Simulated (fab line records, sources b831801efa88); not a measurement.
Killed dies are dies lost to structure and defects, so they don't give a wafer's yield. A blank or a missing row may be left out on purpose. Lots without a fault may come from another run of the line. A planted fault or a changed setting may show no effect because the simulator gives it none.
One fault seen from 2 desks | flow sky130 | each desk has only its own numbers; what lay behind them comes last

THE METROLOGY DESK
What the gauges read, lot by lot, whatever tool the lot ran on: means of the sampled wafers that have a number. A lot is out of limits, marked OUT, if its mean lies more than 4 standard deviations from the usual mean; the brackets give that distance.
Columns: A = VIA3_BOW at SKY_VIA3_BOW_MEAS_03, usual 79 um; B = cd_nm at SKY_VIA3_CD_MEAS_12, usual 200.2 nm
lot  | first seen here | A  | B
L230 | day 38 08:49    | 83 | 202.4
L231 | day 38 14:34    | 90 | 201.0
L232 | day 39 00:14    | 78 | 197.8
L233 | day 39 07:49    | 75 | 201.0
L234 | day 39 18:16    | 88 | 200.7
L240 | day 42 03:52    | 87 | 199.4
L243 | day 42 13:17    | 80 | 200.5
L245 | day 43 02:15    | 77 | 201.3
L248 | day 44 03:50    | 75 | 202.6
L250 | day 44 05:12    | 94 | 197.7
L251 | day 44 12:50    | 71 | 202.2
L252 | day 44 20:30    | 77 | 199.3
This desk's finding: nothing out of limits on any of the 12 lots.

THE TOOL OWNER'S DESK: rie_diel-03
The tool's own readings at SKY_VIA3_ETCH_15 (etches SiO2 in C4F8/O2/Ar, stops on TiN, target depth 507 nm, time 78 s): means of the sampled wafers that have a number, for each lot that ran on this tool. A lot is out of limits, marked OUT, if its mean lies more than 4 standard deviations from the usual mean; the brackets give that distance.
Columns: A = bias_w at SKY_VIA3_ETCH_15, usual 1200 W; B = oes_product_au at SKY_VIA3_ETCH_15, usual 0.946 a.u.
lot  | first seen here | A              | B
L232 | day 40 00:37    | 1197           | 0.949
L233 | day 40 08:05    | 1201           | 0.942
L240 | day 43 03:04    | 1159 (-13) OUT | 0.941
L243 | day 43 12:25    | 1164 (-11) OUT | 0.949
This desk's finding: out of limits on L240, L243; first on L240, day 43 03:04 (bias_w at SKY_VIA3_ETCH_15). In limits: L232, L233.

PUT TOGETHER
The tool owner's desk could have raised an alarm at day 43 03:04, on L240, L243.
The metrology desk saw nothing out of limits.
The metrology desk has L240, L243 on record, within its limits.
Of the lots named, all ran SKY_VIA3_ETCH_15 on rie_diel-03.

WHAT THE SIMULATOR HAD PUT IN
Process parameter drift: rie_diel-03, from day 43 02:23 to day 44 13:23, at SKY_VIA3_ETCH_15. Setting bias_w, moved by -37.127, from 1200. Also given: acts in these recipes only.
Lots struck among those shown: L240, L243.
Hours from the fault's start to each desk's first reading out of limits: the tool owner's desk, 1.
